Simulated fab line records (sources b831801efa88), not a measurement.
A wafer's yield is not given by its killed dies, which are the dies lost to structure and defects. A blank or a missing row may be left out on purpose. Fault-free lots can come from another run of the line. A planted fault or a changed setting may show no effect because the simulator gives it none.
Which tool was responsible? ; flow gf180mcu ; Sampling: 12 lots, 36 wafers, 5 of 602 route steps

## WHAT THE GAUGES READ, wafer by wafer
GF_STI_THK_MEAS_24.
lot;measured;on;STI_CVD_23_THK (nm)
L422;day 2 04:18;film-metro-04;651 655 648
L427;day 3 05:02;film-metro-01;641 653 646
L428;day 3 11:35;film-metro-02;654 661 648
L431;day 4 02:16;film-metro-01;649 647 649
L432;day 4 06:29;film-metro-02;655 662 656
L433;day 4 12:20;film-metro-04;646 656 657
L434;day 4 17:37;film-metro-04;659 654 662
L441;day 6 06:14;film-metro-01;658 649 668
L442;day 6 11:13;film-metro-02;649 647 655
L444;day 6 20:31;film-metro-02;649 653 658
L443;day 6 20:31;film-metro-04;659 652 641
L445;day 7 01:07;film-metro-01;652 658 643

GF_DNWELL_TW_MEAS_09.
lot;measured;on;DNWELL_TW
L422;day 2 19:16;film-metro-03;1331 1332 1342
L427;day 3 20:39;film-metro-02;1370 1365 1359
L428;day 4 03:13;film-metro-03;1355 1353 1356
L431;day 4 20:12;film-metro-01;1398 1389 1389
L432;day 4 23:26;film-metro-03;1349 1341 1349
L433;day 5 06:01;film-metro-03;1340 1334 1335
L434;day 5 10:08;film-metro-02;1336 1336 1337
L441;day 6 23:56;film-metro-02;1340 1345 1348
L442;day 7 06:22;film-metro-02;1350 1345 1355
L444;day 7 16:46;film-metro-03;1343 1346 1346
L443;day 7 16:48;film-metro-01;1382 1391 1387
L445;day 7 20:23;film-metro-02;1340 1335 1335

GF_PSD_RS_MEAS_14: uses a four-point probe to measure.
lot;measured;on;NSD_RS (ohm/sq)
L422;day 14 06:04;film-metro-04;46.04 46.06 46.12
L427;day 16 00:19;film-metro-04;46.19 46.15 46.15
L428;day 16 10:22;film-metro-02;46.30 46.20 46.16
L431;day 17 17:14;film-metro-04;46.03 46.00 46.05
L432;day 17 21:10;film-metro-03;47.45 47.39 47.48
L433;day 18 08:42;film-metro-02;47.60 47.53 47.57
L434;day 18 12:04;film-metro-04;47.40 47.37 47.43
L441;day 21 04:59;film-metro-04;46.18 46.13 46.15
L442;day 21 10:55;film-metro-03;46.10 46.20 45.95
L444;day 22 01:43;film-metro-02;46.24 46.14 46.25
L443;day 22 03:11;film-metro-04;46.18 46.15 46.11
L445;day 22 11:08;film-metro-04;46.04 46.07 46.06

## WHAT TOOL EACH LOT RAN ON (gives the tool, then ch and the chambers of the sampled wafers, and finally the start)
lot;GF_NSD_IMPLANT_10;GF_NSD_STRIP_11
L422;implanter-01 ch 0, day 13 09:23;plasma-asher-04 ch 0,1, day 13 09:32
L427;implanter-03 ch 0, day 15 01:56;plasma-asher-03 ch 0,1, day 15 02:05
L428;implanter-03 ch 0, day 15 12:26;plasma-asher-01 ch 0,1, day 15 12:35
L431;implanter-01 ch 0, day 16 17:50;plasma-asher-03 ch 0,1, day 16 17:58
L432;implanter-01 ch 0, day 16 20:50;plasma-asher-04 ch 0,1, day 16 20:59
L433;implanter-01 ch 0, day 17 08:52;plasma-asher-04 ch 0,1, day 17 09:00
L434;implanter-01 ch 0, day 17 12:08;plasma-asher-01 ch 0, day 17 12:17
L441;implanter-03 ch 0, day 20 04:07;plasma-asher-03 ch 0,1, day 20 04:14
L442;implanter-04 ch 0, day 20 10:34;plasma-asher-04 ch 0,1, day 20 10:42
L444;implanter-04 ch 0, day 21 01:10;plasma-asher-01 ch 1, day 21 01:19
L443;implanter-01 ch 0, day 21 03:16;plasma-asher-03 ch 0,1, day 21 03:23
L445;implanter-01 ch 0, day 21 10:53;plasma-asher-01 ch 0,1, day 21 11:02
- GF_NSD_IMPLANT_10
- GF_NSD_STRIP_11: strips in O2/N2.

## AS READ BY THE TOOLS THEMSELVES (means over the sampled wafers that have a number; for cases with no such wafer, the mark the record gives instead)
GF_NSD_IMPLANT_10.
lot;tool;beam-on-s (s);dose-ions-cm2;faraday-current-uA
L422;implanter-01;9.90;5.006e+14;2820
L427;implanter-03;9.97;5.003e+14;2793
L428;implanter-03;10.02;4.994e+14;2785
L431;implanter-01;10.02;4.998e+14;2783
L432;implanter-01;7.91;4.995e+14;3518
L433;implanter-01;7.81;5.001e+14;3572
L434;implanter-01;7.80;4.999e+14;3570
L441;implanter-03;10.08;4.999e+14;2771
L442;implanter-04;9.93;4.995e+14;2805
L444;implanter-04;9.89;5.000e+14;2810
L443;implanter-01;10.06;5.000e+14;2781
L445;implanter-01;10.16;5.000e+14;2742

GF_NSD_STRIP_11.
lot;tool;drypump-motor-current-A (A);heater-power-w (W);oes-product-au (a.u.);strip-time-to-endpoint-s (s)
L422;plasma-asher-04;5.80;358;0.485;22.98
L427;plasma-asher-03;5.78;331;0.487;22.95
L428;plasma-asher-01;5.86;338;0.486;22.95
L431;plasma-asher-03;5.68;331;0.487;23.00
L432;plasma-asher-04;5.63;361;0.491;22.82
L433;plasma-asher-04;5.80;355;0.487;22.87
L434;plasma-asher-01;5.99;330;0.488;22.85
L441;plasma-asher-03;5.68;333;0.484;22.93
L442;plasma-asher-04;5.65;364;0.486;22.91
L444;plasma-asher-01;5.59;344;0.484;22.97
L443;plasma-asher-03;5.77;341;0.486;22.92
L445;plasma-asher-01;5.74;335;0.489;22.92

## THE ANSWER, worked out from the rows above alone
Rule: usual is defined by the lots themselves. The widest of any qualifying gaps counts: lots, ordered by their means at a reading, are off when they make up no more than a third of the lots, leave a main group of 4 or more, and stand apart from it by 3 or more times the standard deviation of that group's means. Not used: any main group whose means are identical at the precision the tables above print for the reading. Also off: a lot with no number at a reading for which 4 or more lots have one. Where the step has rows for the other lots, those lots are counted as sound. After the gauges, taken in route order, come the tools' own readings; for these a lot's mean is taken, as printed above. The first step at which some lot is off is used, and at that step the reading that is off furthest; a lot without a number counts as furthest.
Off: at GF_PSD_RS_MEAS_14 (NSD_RS), L432, L433, L434. The main group: mean 46.13 ohm/sq, standard deviation 0.065.
If a tool, at a process step before that reading, ran all the lots that are off and no sound lot after the first of them, it fits. Not tried: the gauges at GF_PSD_RS_MEAS_14; whatever is off there is also off at GF_NSD_IMPLANT_10, on other tools, and gauge error can't account for it. None of those tried fits.

## WHAT THE SIMULATOR PUT IN
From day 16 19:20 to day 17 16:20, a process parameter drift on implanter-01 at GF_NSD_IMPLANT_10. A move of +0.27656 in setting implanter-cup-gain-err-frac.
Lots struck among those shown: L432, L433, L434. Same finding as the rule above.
